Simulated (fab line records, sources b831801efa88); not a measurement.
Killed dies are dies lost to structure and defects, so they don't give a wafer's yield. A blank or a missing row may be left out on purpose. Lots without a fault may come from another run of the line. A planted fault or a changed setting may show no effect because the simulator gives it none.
fab line records | flow gf180mcu
record lots=24 wafers=72 last_day=34
route steps=602 shown V4@491 MIM@506 V5@544 TOP_METAL@583 PASSIVATION@598
lots that met no fault: from a run of the same line without faults
start_h: hours from the record's first day to the start of the lot's first wafer shown | wait_h: hours since the lot's step before | " the same as in the row above | L1.1+2: a row that stands for several wafers | - no value, or no start given | * or withheld: withheld | < > ~ a bound
route shown NAME@n: a module of which the file shows steps, and the number in the route of the first | usual: mean/standard deviation of fault-free wafers | same: alike in all rows | chamber/n: place in a boat | sites: the reading at each site | _std_site: their standard deviation | _edge_site: outer sites' mean less inner sites' | radius_mm: how far each site lies from the wafer's centre | mask NAME#n: copy n | behind: the tool/chamber that last shaped the wafer | hold: why the lot was held/for how many hours/how that ended | device: the transistor (n, p or np) that didn't switch | end of line: the same wafers' tests at the end of the route | a step without rows: its recipe alone | killed: dies lost to structure and defects at the first sort, not the wafer's yield | map: a wafer's dies, x killed, . not, _ none there
set.NAME: the setting as run; set.NAME@STEP: as run at that earlier step | model.NAME: the simulator's own value behind a step, which no gauge read
steps of the route over a sample of lots; a table a step, a row a wafer
services: from which hour (start_h, from the record's first day; less than 0 if before it) a tool's chamber was out of use, for how many hours, and why
## steps
# step GF_V4_OVL_MEAS_15
# usual V4_OVL=-4/5.1
# columns lot.wafer tool chamber start_h wait_h V4_OVL[nm]
L074.1 overlay-02 - 565.39 0.1 -5
L074.3 " - " " -1
L074.6 " - " " -5
L075.1 overlay-02 - 567.88 0.1 -4
L075.4 " - " " 0
L075.6 " - " " -3
L076.1 overlay-02 - 575.69 0.1 -7
L076.3 " - " " -10
L076.6 " - " " -9
L077.3 overlay-02 - 584.30 0.1 -4
L077.4 " - " " 7
L077.5 " - " " 4
L078.1 overlay-01 - 593.54 0.1 -3
L078.5 " - " " -1
L078.6 " - " " -3
L079.4 overlay-01 - 599.26 0.1 2
L079.5 " - " " -6
L079.6 " - " " -4
L080.1 overlay-01 - 612.49 0.1 -1
L080.5 " - " " -3
L080.6 " - " " -8
L081.3 overlay-02 - 619.70 0.1 0
L081.4 " - " " 7
L081.5 " - " " 2
L082.2 overlay-02 - 625.69 0.1 1
L082.3 " - " " 5
L082.4 " - " " 0
L083.1 overlay-02 - 644.18 0.1 3
L083.3 " - " " -2
L083.4 " - " " -7
L084.2 overlay-01 - 650.54 0.1 -8
L084.4 " - " " -10
L084.5 " - " " -6
L085.1 overlay-02 - 655.21 0.1 -4
L085.3 " - " " -7
L085.4 " - " " -18
L086.1 overlay-02 - 664.19 0.1 -2
L086.4 " - " " -3
L086.6 " - " " -5
L087.1 overlay-01 - 668.63 0.1 -12
L087.3 " - " " -11
L087.6 " - " " -1
L088.1 overlay-01 - 669.28 0.1 5
L088.2 " - " " -6
L088.4 " - " " -7
L089.4 overlay-01 - 681.76 0.1 -6
L089.5 " - " " 9
L089.6 " - " " 3
L090.2 overlay-01 - 691.83 0.1 -11
L090.3 " - " " -8
L090.5 " - " " -10
L091.4 overlay-01 - 692.20 0.1 -6
L091.5 " - " " 1
L091.6 " - " " -8
L092.1 overlay-02 - 697.39 0.1 -5
L092.3 " - " " -10
L092.4 " - " " -9
L093.1 overlay-01 - 703.09 0.1 -6
L093.2 " - " " -3
L093.4 " - " " -5
L094.1 overlay-01 - 708.43 0.1 -3
L094.2 " - " " -5
L094.4 " - " " -14
L095.1 overlay-02 - 715.19 0.1 -8
L095.2 " - " " -9
L095.3 " - " " -10
L096.2 overlay-01 - 720.24 0.1 2
L096.4 " - " " 0
L096.6 " - " " -2
L097.2 overlay-02 - 730.09 0.1 2
L097.4 " - " " -1
L097.5 " - " " -9
# step GF_MIM_SPUTTER_03
# recipe material=Ti target_thk_nm=10 substrate_temp_c=300 chamber_pressure_pa=0.3 power_w=3000 time_s=6.7
# usual throttle_valve_pct=30.2/1.1
# columns lot.wafer tool chamber start_h wait_h throttle_valve_pct
L074.1 pvd_sputter-04 - 566.95 0.0 30.3
L074.3 " - " " 29.6
L074.6 " - " " 30.5
L075.1 pvd_sputter-04 - 569.43 0.0 30.6
L075.4 " - " " 29.8
L075.6 " - " " 29.3
L076.1 pvd_sputter-02 - 577.82 0.0 30.2
L076.3 " - " " 31.2
L076.6 " - " " 32.2
L077.3 pvd_sputter-04 - 585.84 0.0 30.0
L077.4 " - " " 30.8
L077.5 " - " " 29.5
L078.1 pvd_sputter-02 - 595.09 0.0 30.5
L078.5 " - " " 32.2
L078.6 " - " " 30.8
L079.4 pvd_sputter-03 - 600.79 0.0 27.9
L079.5 " - " " 31.9
L079.6 " - " " 28.0
L080.1 pvd_sputter-03 - 614.04 0.0 31.8
L080.5 " - " " 31.7
L080.6 " - " " 31.4
L081.3 pvd_sputter-03 - 621.24 0.0 29.1
L081.4 " - " " 31.3
L081.5 " - " " 29.1
L082.2 pvd_sputter-04 - 627.27 0.0 30.5
L082.3 " - " " 30.5
L082.4 " - " " 29.9
L083.1 pvd_sputter-02 - 645.74 0.0 30.1
L083.3 " - " " 32.2
L083.4 " - " " 30.6
L084.2 pvd_sputter-03 - 652.10 0.0 31.6
L084.4 " - " " 31.8
L084.5 " - " " 27.9
L085.1 pvd_sputter-04 - 656.91 0.0 29.9
L085.3 " - " " 30.6
L085.4 " - " " 29.5
L086.1 pvd_sputter-04 - 665.75 0.0 29.7
L086.4 " - " " 30.6
L086.6 " - " " 30.0
L087.1 pvd_sputter-04 - 670.22 0.0 29.5
L087.3 " - " " 30.7
L087.6 " - " " 30.5
L088.1 pvd_sputter-03 - 670.86 0.0 28.2
L088.2 " - " " 29.3
L088.4 " - " " 31.2
L089.4 pvd_sputter-03 - 683.40 0.0 31.7
L089.5 " - " " 27.9
L089.6 " - " " 31.6
L090.2 pvd_sputter-04 - 693.45 0.0 30.8
L090.3 " - " " 29.2
L090.5 " - " " 30.6
L091.4 pvd_sputter-03 - 693.74 0.0 29.0
L091.5 " - " " 31.5
L091.6 " - " " 28.0
L092.1 pvd_sputter-04 - 699.02 0.0 30.7
L092.3 " - " " 30.5
L092.4 " - " " 29.2
L093.1 pvd_sputter-04 - 704.67 0.0 29.6
L093.2 " - " " 30.4
L093.4 " - " " 29.7
L094.1 pvd_sputter-03 - 709.98 0.0 29.1
L094.2 " - " " 31.4
L094.4 " - " " 31.6
L095.1 pvd_sputter-04 - 716.74 0.0 30.6
L095.2 " - " " 30.8
L095.3 " - " " 29.6
L096.2 pvd_sputter-03 - 721.79 0.0 31.6
L096.4 " - " " 29.1
L096.6 " - " " 31.6
L097.2 pvd_sputter-04 - 732.58 0.0 30.7
L097.4 " - " " 30.0
L097.5 " - " " 29.9
# step GF_V5_CMP_04
# recipe material=SiO2 down_force_psi=4 platen_rpm=60 pad_velocity_m_s=0.94248
# usual motor_current_A=12.5/1.5
# columns lot.wafer tool chamber start_h wait_h motor_current_A
L074.3 cmp-02 0 611.22 0.0 13.2
L074.1 " 1 " " 11.0
L074.6 " 1 " " 10.7
L075.1 cmp-02 0 613.57 0.1 13.8
L075.4 " 3 " " 12.1
L075.6 " 1 " " 10.6
L076.3 cmp-01 1 621.87 0.0 14.2
L076.1 " 0 " " 12.0
L076.6 " 2 " " 11.6
L077.3 cmp-02 2 628.82 0.1 14.9
L077.4 " 0 " " 12.9
L077.5 " 2 " " 14.7
L078.1 cmp-01 3 637.94 0.1 11.9
L078.6 " 1 " " 14.7
L078.5 " 2 " " 11.3
L079.4 cmp-01 0 643.89 0.2 11.8
L079.5 " 1 " " 14.6
L079.6 " 2 " " 11.6
L080.1 cmp-02 2 654.98 0.1 15.3
L080.5 " 0 " " 13.1
L080.6 " 1 " " 11.1
L081.3 cmp-02 1 663.34 0.6 10.7
L081.4 " 2 " " 15.7
L081.5 " 3 " " 12.4
L082.4 cmp-02 2 668.44 0.0 14.9
L082.3 " 0 " " 13.3
L082.2 " 1 " " 10.8
L083.3 cmp-02 2 685.61 0.0 14.8
L083.1 " 3 " " 11.9
L083.4 " 0 " " 13.4
L084.4 cmp-01 1 691.91 0.0 14.0
L084.2 " 0 " " 11.9
L084.5 " 2 " " 11.1
L085.1 cmp-01 1 696.46 0.1 13.8
L085.4 " 3 " " 11.4
L085.3 " 0 " " 11.5
L086.4 cmp-01 3 704.41 0.0 11.7
L086.1 " 2 " " 10.8
L086.6 " 0 " " 12.6
L087.1 cmp-01 1 708.86 0.1 14.4
L087.3 " 2 " " 11.1
L087.6 " 3 " " 11.8
L088.1 cmp-01 2 710.35 0.1 10.9
L088.4 " 0 " " 11.7
L088.2 " 1 " " 14.6
L089.4 cmp-02 2 721.63 0.1 13.9
L089.5 " 2 " " 14.4
L089.6 " 3 " " 11.6
L090.2 cmp-02 0 730.58 0.0 13.8
L090.3 " 2 " " 14.5
L090.5 " 0 " " 13.4
L091.4 cmp-01 3 732.02 0.1 11.2
L091.5 " 3 " " 10.8
L091.6 " 0 " " 12.3
L092.1 cmp-02 3 735.44 0.1 12.1
L092.3 " 0 " " 12.9
L092.4 " 1 " " 10.9
L093.1 cmp-02 2 741.25 0.1 15.3
L093.4 " 3 " " 12.3
L093.2 " 1 " " 10.7
L094.2 cmp-01 3 746.73 0.0 11.7
L094.4 " 0 " " 11.9
L094.1 " 2 " " 10.8
L095.1 cmp-02 0 752.66 0.1 12.7
L095.2 " 2 " " 15.4
L095.3 " 3 " " 12.8
L096.2 cmp-01 1 756.59 0.0 13.8
L096.4 " 2 " " 11.4
L096.6 " 1 " " 14.8
L097.4 cmp-02 3 767.91 0.1 12.1
L097.2 " 0 " " 12.5
L097.5 " 1 " " 11.1
# step GF_V5_SPUTTER_22
# recipe material=TiN target_thk_nm=10 chamber_pressure_pa=5 power_w=4000 time_s=40
# usual throttle_valve_pct=30.1/0.71
# columns lot.wafer tool chamber start_h wait_h throttle_valve_pct
L074.1 pvd_sputter-01 - 632.72 0.0 29.3
L074.3 " - " " 29.8
L074.6 " - " " 29.4
L075.1 pvd_sputter-02 - 634.97 0.0 32.1
L075.4 " - " " 30.8
L075.6 " - " " 31.9
L076.1 pvd_sputter-01 - 643.30 0.0 29.8
L076.3 " - " " 29.8
L076.6 " - " " 29.8
L077.3 pvd_sputter-01 - 649.86 0.0 29.6
L077.4 " - " " 29.5
L077.5 " - " " 29.8
L078.1 pvd_sputter-04 - 659.43 0.0 30.5
L078.5 " - " " 30.8
L078.6 " - " " 30.0
L079.4 pvd_sputter-04 - 664.02 0.0 30.6
L079.5 " - " " 30.8
L079.6 " - " " 29.4
L080.1 pvd_sputter-04 - 675.45 0.0 30.6
L080.5 " - " " 30.5
L080.6 " - " " 29.6
L081.3 pvd_sputter-04 - 683.47 0.0 30.4
L081.4 " - " " 29.2
L081.5 " - " " 30.4
L082.2 pvd_sputter-04 - 688.55 0.0 30.3
L082.3 " - " " 29.9
L082.4 " - " " 30.5
L083.1 pvd_sputter-04 - 705.52 0.0 30.5
L083.3 " - " " 30.2
L083.4 " - " " 29.7
L084.2 pvd_sputter-02 - 711.25 0.0 29.9
L084.4 " - " " 32.1
L084.5 " - " " 29.7
L085.1 pvd_sputter-04 - 715.92 0.0 30.5
L085.3 " - " " 30.6
L085.4 " - " " 29.8
L086.1 pvd_sputter-01 - 723.80 0.0 29.7
L086.4 " - " " 29.1
L086.6 " - " " 29.6
L087.1 pvd_sputter-04 - 727.38 0.0 29.8
L087.3 " - " " 30.0
L087.6 " - " " 30.6
L088.1 pvd_sputter-04 - 729.70 0.0 29.8
L088.2 " - " " 30.5
L088.4 " - " " 29.6
L089.4 pvd_sputter-01 - 739.71 0.0 29.1
L089.5 " - " " 29.1
L089.6 " - " " 29.4
L090.2 pvd_sputter-02 - 748.83 0.0 31.0
L090.3 " - " " 30.6
L090.5 " - " " 30.7
L091.4 pvd_sputter-04 - 750.37 0.0 30.0
L091.5 " - " " 29.4
L091.6 " - " " 30.8
L092.1 pvd_sputter-02 - 753.95 0.0 30.8
L092.3 " - " " 30.4
L092.4 " - " " 32.2
L093.1 pvd_sputter-01 - 758.86 0.0 29.9
L093.2 " - " " 29.4
L093.4 " - " " 29.1
L094.1 pvd_sputter-04 - 763.97 0.0 29.9
L094.2 " - " " 29.7
L094.4 " - " " 30.7
L095.1 pvd_sputter-02 - 770.60 0.0 30.8
L095.2 " - " " 30.5
L095.3 " - " " 32.0
L096.2 pvd_sputter-01 - 773.80 0.0 29.7
L096.4 " - " " 29.9
L096.6 " - " " 29.5
L097.2 pvd_sputter-04 - 784.25 0.0 30.6
L097.4 " - " " 29.4
L097.5 " - " " 30.0
# step GF_TOP_METAL_METAL_ETCH_16
# recipe chemistry=Cl2/BCl3 mask_material=NOVOLAK target_depth_nm=1077.5 stop_on=SiO2 pressure_mtorr=8 icp_w=800 bias_w=140 Cl2_flow_sccm=80 bcl3_flow_sccm=40 time_s=179.6
# usual drypump_motor_current_A=6.0/0.33 oes_product_au=0.964/0.0069 rf_fwd_power_W=797.4/2.5 throttle_valve_pct=28.260/0.011
# columns lot.wafer tool chamber start_h wait_h drypump_motor_current_A oes_product_au rf_fwd_power_W rf_hours_counter_h throttle_valve_pct
L074.1 rie_metal-01 0 653.37 0.0 6.2 0.961 801.7 7 28.257
L074.3 " 0 " " 6.2 0.963 796.4 - 28.260
L074.6 " 1 " " 6.0 0.969 797.6 - 28.248
L075.1 rie_metal-03 1 655.42 0.0 5.3 0.965 794.7 3 28.259
L075.4 " 0 " " 5.2 0.960 795.0 - 28.250
L075.6 " 1 " " 5.3 0.966 799.4 - 28.258
L076.1 rie_metal-02 0 662.92 0.0 6.1 0.969 795.3 1 28.250
L076.3 " 0 " " 6.2 0.964 792.4 - 28.254
L076.6 " 0 " " 6.2 0.970 797.9 - 28.247
L077.3 rie_metal-01 1 669.53 0.1 6.0 0.971 802.0 - 28.252
L077.4 " 0 " " 6.2 0.967 795.5 - 28.273
L077.5 " 1 " " 6.0 0.957 799.1 - 28.255
L078.1 rie_metal-02 1 679.27 0.0 6.1 0.970 796.9 0 28.249
L078.5 " 1 " " 6.1 0.970 800.1 - 28.263
L078.6 " 0 " " 6.2 0.969 795.6 - 28.252
L079.4 rie_metal-02 0 684.37 0.1 6.2 0.954 797.3 - 28.269
L079.5 " 1 " " 6.1 0.975 797.8 - 28.264
L079.6 " 0 " " 6.2 0.963 794.6 - 28.269
L080.1 rie_metal-02 0 695.42 0.0 6.2 0.968 798.3 3 28.259
L080.5 " 0 " " 6.2 0.962 794.7 - 28.270
L080.6 " 1 " " 6.1 0.965 799.0 - 28.269
L081.3 rie_metal-02 1 702.72 0.1 6.1 0.974 796.6 - 28.245
L081.4 " 0 " " 6.2 0.974 805.7 - 28.253
L081.5 " 1 " " 6.1 0.973 795.2 - 28.227
L082.2 rie_metal-02 0 707.47 0.0 6.1 0.970 797.3 4 28.266
L082.3 " 1 " " 6.1 0.964 797.6 - 28.249
L082.4 " 0 " " 6.1 0.968 796.4 - 28.264
L083.1 rie_metal-01 0 723.57 0.0 6.2 0.959 797.7 10 28.254
L083.3 " 0 " " 6.2 0.960 796.9 - 28.263
L083.4 " 0 " " 6.2 0.961 799.4 - 28.249
L084.2 rie_metal-01 1 729.77 0.0 5.9 0.966 797.9 0 28.249
L084.4 " 0 " " 6.2 0.970 800.4 - 28.275
L084.5 " 0 " " 6.2 0.961 799.0 - 28.270
L085.1 rie_metal-02 0 734.12 0.0 6.1 0.969 794.7 5 28.271
L085.3 " 1 " " 6.1 0.957 797.1 - 28.277
L085.4 " 0 " " 6.2 0.958 795.4 - 28.240
L086.1 rie_metal-03 0 741.02 0.0 5.2 0.961 795.5 11 28.263
L086.4 " 1 " " 5.3 0.959 797.9 - 28.248
L086.6 " 0 " " 5.2 0.968 798.7 - 28.280
L087.1 rie_metal-03 1 746.07 0.0 5.3 0.967 793.5 5 28.252
L087.3 " 0 " " 5.3 0.959 800.6 - 28.263
L087.6 " 1 " " 5.3 0.966 796.4 - 28.254
L088.1 rie_metal-01 1 747.61 0.0 6.0 0.961 798.7 1 28.260
L088.2 " 0 " " 6.2 0.968 797.8 11 28.258
L088.4 " 1 " " 6.0 0.965 798.7 - 28.262
L089.4 rie_metal-02 0 758.05 0.1 6.2 0.958 793.2 - 28.283
L089.5 " 1 " " 6.1 0.963 798.7 - 28.275
L089.6 " 0 " " 6.2 0.963 795.8 - 28.254
L090.2 rie_metal-02 0 766.32 0.0 6.2 0.961 798.3 7 28.251
L090.3 " 1 " " 6.1 0.963 798.9 - 28.251
L090.5 " 0 " " 6.2 0.964 799.4 - 28.243
L091.4 rie_metal-01 1 766.72 0.1 6.0 0.957 797.1 - 28.265
L091.5 " 1 " " 6.0 0.956 802.9 - 28.253
L091.6 " 0 " " 6.1 0.955 801.2 - 28.285
L092.1 rie_metal-02 0 771.04 0.0 6.2 0.959 794.1 7 28.252
L092.3 " 0 " " 6.2 0.960 794.1 - 28.263
L092.4 " 1 " " 6.1 0.960 794.0 - 28.277
L093.1 rie_metal-02 0 776.07 0.0 6.2 0.963 797.0 7 28.259
L093.2 " 1 " " 6.1 0.970 797.8 5 28.250
L093.4 " 1 " " 6.1 0.974 798.1 - 28.248
L094.1 rie_metal-03 0 780.77 0.0 5.2 0.959 799.8 13 28.274
L094.2 " 1 " " 5.3 0.957 797.3 7 28.254
L094.4 " 0 " " 5.2 0.956 797.0 - 28.255
L095.1 rie_metal-02 1 787.86 0.0 6.1 0.965 796.9 5 28.255
L095.2 " 0 " " 6.2 0.968 797.3 8 28.252
L095.3 " 1 " " 6.1 0.971 798.5 - 28.261
L096.2 rie_metal-01 1 790.42 0.0 6.0 0.962 798.1 3 28.269
L096.4 " 1 " " 6.0 0.963 794.9 - 28.263
L096.6 " 0 " " 6.1 0.965 797.4 - 28.273
L097.2 rie_metal-02 0 800.12 0.0 6.2 0.959 795.2 9 28.272
L097.4 " 0 " " 6.2 0.955 795.0 - 28.260
L097.5 " 1 " " 6.1 0.963 798.4 - 28.253
# step GF_PASSIVATION_ETCH_11
# recipe chemistry=CF4/O2 target_depth_nm=1800 stop_on=TiN source_w=800 bias_w=150 pressure_mtorr=150 cf4_flow_sccm=80 O2_flow_sccm=10 time_s=400
# usual drypump_motor_current_A=5.8/0.42 oes_product_au=0.964/0.0073 rf_fwd_power_W=798.5/2.3 throttle_valve_pct=5.962/0.0089
# columns lot.wafer tool chamber start_h wait_h drypump_motor_current_A oes_product_au rf_fwd_power_W rf_hours_counter_h throttle_valve_pct
L074.1 rie_diel-04 3 673.59 - 5.6 0.955 794.5 23 5.975
L074.3 " 0 " " 6.0 0.965 800.6 64 5.964
L074.6 " 1 " " 4.8 0.975 798.5 - 5.979
L075.1 rie_diel-01 1 676.34 - 6.1 0.964 798.7 12 5.972
L075.4 " 3 " " 5.7 0.966 798.4 37 5.964
L075.6 " 0 " " 6.3 0.973 798.1 - 5.962
L076.1 rie_diel-04 3 683.12 - 5.6 0.966 801.9 24 5.961
L076.3 " 1 " " 4.8 0.960 798.5 - 5.962
L076.6 " 1 " " 4.8 0.968 798.7 - 5.967
L077.3 rie_diel-02 1 689.09 - 6.1 0.960 799.5 31 5.964
L077.4 " 2 " " 5.8 0.972 799.5 30 5.966
L077.5 " 0 " " 5.7 0.965 797.0 - 5.966
L078.1 rie_diel-01 0 698.94 - 6.3 0.971 796.9 20 5.966
L078.5 " 2 " " 6.0 0.972 804.0 - 5.956
L078.6 " 3 " " 5.8 0.968 801.3 - 5.956
L079.4 rie_diel-04 0 704.14 - 6.0 0.960 795.9 1 5.964
L079.5 " 3 " " 5.6 0.958 804.0 - 5.973
L079.6 " 2 " " 5.9 0.974 799.1 - 5.963
L080.1 rie_diel-01 0 714.69 - 6.3 0.948 793.9 21 5.954
L080.5 " 1 " " 6.1 0.962 799.1 - 5.968
L080.6 " 0 " " 6.3 0.969 798.5 - 5.962
L081.3 rie_diel-04 2 721.46 - 5.9 0.951 799.8 8 5.967
L081.4 " 2 " " 5.9 0.964 801.3 - 5.969
L081.5 " 3 " " 5.6 0.973 798.8 - 5.966
L082.2 rie_diel-01 1 726.52 - 6.1 0.963 797.5 14 5.975
L082.3 " 2 " " 5.9 0.963 793.2 13 5.965
L082.4 " 3 " " 5.7 0.976 798.7 39 5.984
L083.1 rie_diel-04 3 741.86 - 5.6 0.959 797.6 26 5.954
L083.3 " 1 " " 4.8 0.965 798.9 17 5.963
L083.4 " 2 " " 5.9 0.959 799.4 9 5.950
L084.2 rie_diel-04 2 748.86 - 5.9 0.961 796.2 9 5.966
L084.4 " 1 " " 4.8 0.965 796.5 18 5.953
L084.5 " 2 " " 5.9 0.968 797.1 - 5.967
L085.1 rie_diel-01 0 752.09 - 6.3 0.959 798.3 22 5.953
L085.3 " 2 " " 5.9 0.968 800.9 14 5.960
L085.4 " 3 " " 5.7 0.972 797.4 40 5.959
L086.1 rie_diel-01 2 759.11 - 5.9 0.971 794.8 14 5.964
L086.4 " 0 " " 6.3 0.975 800.9 23 5.952
L086.6 " 3 " " 5.8 0.980 796.6 - 5.973
L087.1 rie_diel-04 3 763.44 - 5.6 0.965 795.1 28 5.957
L087.3 " 0 " " 6.0 0.952 797.9 2 5.957
L087.6 " 3 " " 5.6 0.959 800.7 - 5.954
L088.1 rie_diel-04 0 765.74 - 6.0 0.965 798.5 3 5.968
L088.2 " 1 " " 4.8 0.968 795.9 19 5.973
L088.4 " 3 " " 5.6 0.967 797.7 28 5.951
L089.4 rie_diel-04 3 775.26 - 5.6 0.964 795.8 28 5.954
L089.5 " 1 " " 4.8 0.966 798.0 - 5.963
L089.6 " 0 " " 6.0 0.965 798.9 - 5.970
L090.2 rie_diel-04 0 782.81 - 5.9 0.960 799.4 4 5.953
L090.3 " 3 " " 5.6 0.963 797.4 29 5.975
L090.5 " 3 " " 5.6 0.959 794.8 - 5.961
L091.4 rie_diel-01 2 783.16 - 6.0 0.969 797.0 15 5.951
L091.5 " 0 " " 6.3 0.976 795.2 - 5.968
L091.6 " 1 " " 6.1 0.977 799.1 - 5.972
L092.1 rie_diel-02 2 788.06 - 5.9 0.971 796.3 35 5.949
L092.3 " 1 " " 6.1 0.969 794.8 36 5.965
L092.4 " 0 " " 5.7 0.970 795.3 34 5.962
L093.1 rie_diel-02 3 792.06 - 5.6 0.955 800.5 14 5.967
L093.2 " 0 " " 5.7 0.960 796.2 34 5.964
L093.4 " 1 " " 6.1 0.967 795.1 36 5.974
L094.1 rie_diel-02 3 797.06 - 5.6 0.948 799.2 15 5.975
L094.2 " 1 " " 6.1 0.952 799.1 37 5.951
L094.4 " 0 " " 5.7 0.955 798.5 34 5.965
L095.1 rie_diel-01 1 803.74 - 6.1 0.968 798.4 18 5.958
L095.2 " 2 " " 5.9 0.961 798.8 16 5.960
L095.3 " 0 " " 6.3 0.966 798.4 25 5.951
L096.2 rie_diel-04 2 806.99 - 5.9 0.960 801.2 12 5.948
L096.4 " 3 " " 5.6 0.963 799.5 - 5.960
L096.6 " 0 " " 6.0 0.962 797.2 - 5.970
L097.2 rie_diel-04 1 815.54 - 4.8 0.964 796.1 20 5.973
L097.4 " 2 " " 5.9 0.966 799.6 13 5.974
L097.5 " 3 " " 5.6 0.981 800.0 - 5.958
## services
# columns tool chamber start_h hours kind
rie_diel-04 1 543.50 3.7 repair
pvd_sputter-03 - 551.42 1.7 repair
rie_diel-01 2 551.94 7.4 repair
cmp-02 - 573.08 1.3 repair
cmp-01 - 578.01 4.0 pm
cmp-02 - 599.14 1.6 repair
cmp-01 - 600.77 3.1 pm
pvd_sputter-03 - 616.31 3.3 repair
rie_diel-04 - 622.67 1.0 repair
rie_diel-04 - 646.23 2.8 pm
cmp-01 - 658.37 8.9 pm
rie_diel-04 0 666.68 5.5 repair
rie_diel-04 2 679.15 5.2 repair
rie_metal-02 - 685.86 1.8 repair
pvd_sputter-04 - 702.66 1.4 repair
pvd_sputter-04 - 717.49 8.8 repair
rie_diel-04 0 719.59 9.1 repair
cmp-02 - 744.39 4.0 pm
rie_diel-04 0 751.95 7.5 repair
cmp-01 - 763.90 5.1 repair
rie_diel-04 - 791.10 0.5 repair
pvd_sputter-04 - 798.89 9.2 repair
rie_diel-04 1 803.93 9.8 repair
cmp-02 - 807.75 0.9 repair
## key
fault none
